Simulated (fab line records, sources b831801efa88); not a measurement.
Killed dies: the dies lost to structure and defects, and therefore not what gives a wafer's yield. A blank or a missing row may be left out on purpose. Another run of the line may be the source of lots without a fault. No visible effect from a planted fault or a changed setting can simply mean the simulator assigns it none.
Struck lot and sound lot, side by side | flow sky130 | 18 out of 708 route steps
Sound: these wafers, L919.1, L919.5, L919.6. The struck wafers were L935.2, L935.3, L935.6. The cause is given at the end.
Per side, at each step with rows, come the tool, then ch with its chambers, and then its first start. Under that, the readings that differ: sound wafers | struck wafers | difference of the means | sigmas: that difference in standard deviations of wafers without a fault.
alike: a reading whose means differ by less than 2 such deviations, as well as words and numbers matching on both sides. not compared: withheld readings; readings where some wafer has no value; bounds like >300 that might hide an equal value; numbers whose values overlap and for which the record gives no deviation.
A row with sigmas, a row that says differs or no value, or rows on one side alone: a step with any of these is where the two part. Numbers that don't overlap but have no deviation are shown without sigmas and don't part them. Lack of a reading on every wafer of one side parts them only where that side has two or more wafers.

first, 3 steps without rows for these wafers: SKY_SONOS_ONO_WET_ETCH_18 (etches Si3N4 in H3PO4, target depth 15 nm, time 172 s); SKY_GATE_OXIDE_CLEAN_00 (cleans in SC1/SC2, time 150 s); SKY_GATE_OXIDE_OXIDATION_01 (stabilise 600 s, purge 300 s, target thk 10.268 nm).
SKY_GATE_OXIDE_THK_MEAS_02:
  sound: film_metro-01 at day 12 11:56; struck: film_metro-01 at day 18 02:52
  alike: GATE_OXIDE_OXIDATION_00_THK
then, 7 steps without rows for these wafers: SKY_GATE_OXIDE_DEHYDRATE_03 (time 60 s); SKY_GATE_OXIDE_HMDS_04 (prime time 60 s); SKY_GATE_OXIDE_COAT_05 (resist thk 1140 nm); SKY_GATE_OXIDE_SOFTBAKE_06 (time 60 s); SKY_GATE_OXIDE_EXPOSE_07 (exposes mask LVOM, target cd 600 nm); SKY_GATE_OXIDE_PEB_08; SKY_GATE_OXIDE_DEVELOP_09 (develop time 60 s).
SKY_GATE_OXIDE_OVL_MEAS_10:
  sound: overlay-01 at day 13 11:16; struck: overlay-01 at day 19 08:07
  alike: GATE_OXIDE_OVL
SKY_GATE_OXIDE_IMPLANT_11:
  sound on implanter-04 ch 0, day 13 11:17; struck on implanter-04 ch 0, day 19 08:10
  reading            | sound                            | struck                           | difference  | sigmas
  dose_ions_cm2      | 2.6012e+12 2.5983e+12 2.6051e+12 | 1.5673e+13 1.5676e+13 1.5679e+13 | +1.3074e+13 | +99 or more
  faraday_current_uA | 14.48 14.59 14.27                | 85.34 87.69 87.59                | +72.43      | +99 or more
then, 1 step without rows for these wafers: SKY_GATE_OXIDE_WET_ETCH_12 (etches SiO2 in dHF, target depth 16.8 nm, time 336 s).
SKY_GATE_OXIDE_STRIP_13: strips in O2/N2.
  sound on plasma_asher-02 ch 0,1, day 13 11:40; struck on plasma_asher-03 ch 0,1, day 19 08:23
  reading                      | sound             | struck            | difference | sigmas
  drypump_motor_current_A (A)  | 5.0 5.0 5.5       | 6.5 6.5 5.8       | +1.1       | +2
  strip_time_to_endpoint_s (s) | 14.15 14.12 14.11 | 14.20 14.23 14.20 | +0.08      | +2
  alike: o2_flow_sccm, oes_product_au
  not compared: rf_hours_counter_h
SKY_GATE_OXIDE_TW_MEAS_14:
  sound: film_metro-01 at day 13 11:46; struck: film_metro-02 at day 19 08:30
  reading       | sound             | struck            | difference | sigmas
  GATE_OXIDE_TW | 221.6 223.0 223.3 | 378.4 377.1 377.6 | +155.1     | +99 or more
then, 1 step without rows for these wafers: SKY_GATE_OXIDE_CLEAN_15 (cleans in SC1/SC2, time 150 s).
SKY_PAD_OPEN_PROBE_99:
  the record has rows for the sound wafers here (prober-01, day 45 16:23) and none for the struck ones

## WHERE THEY PART
Last at SKY_PAD_OPEN_PROBE_99 as far as this record goes, first at SKY_GATE_OXIDE_IMPLANT_11.

WHY: what the simulator had put in
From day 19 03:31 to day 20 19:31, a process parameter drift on implanter-04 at SKY_GATE_OXIDE_IMPLANT_11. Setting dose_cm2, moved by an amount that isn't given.
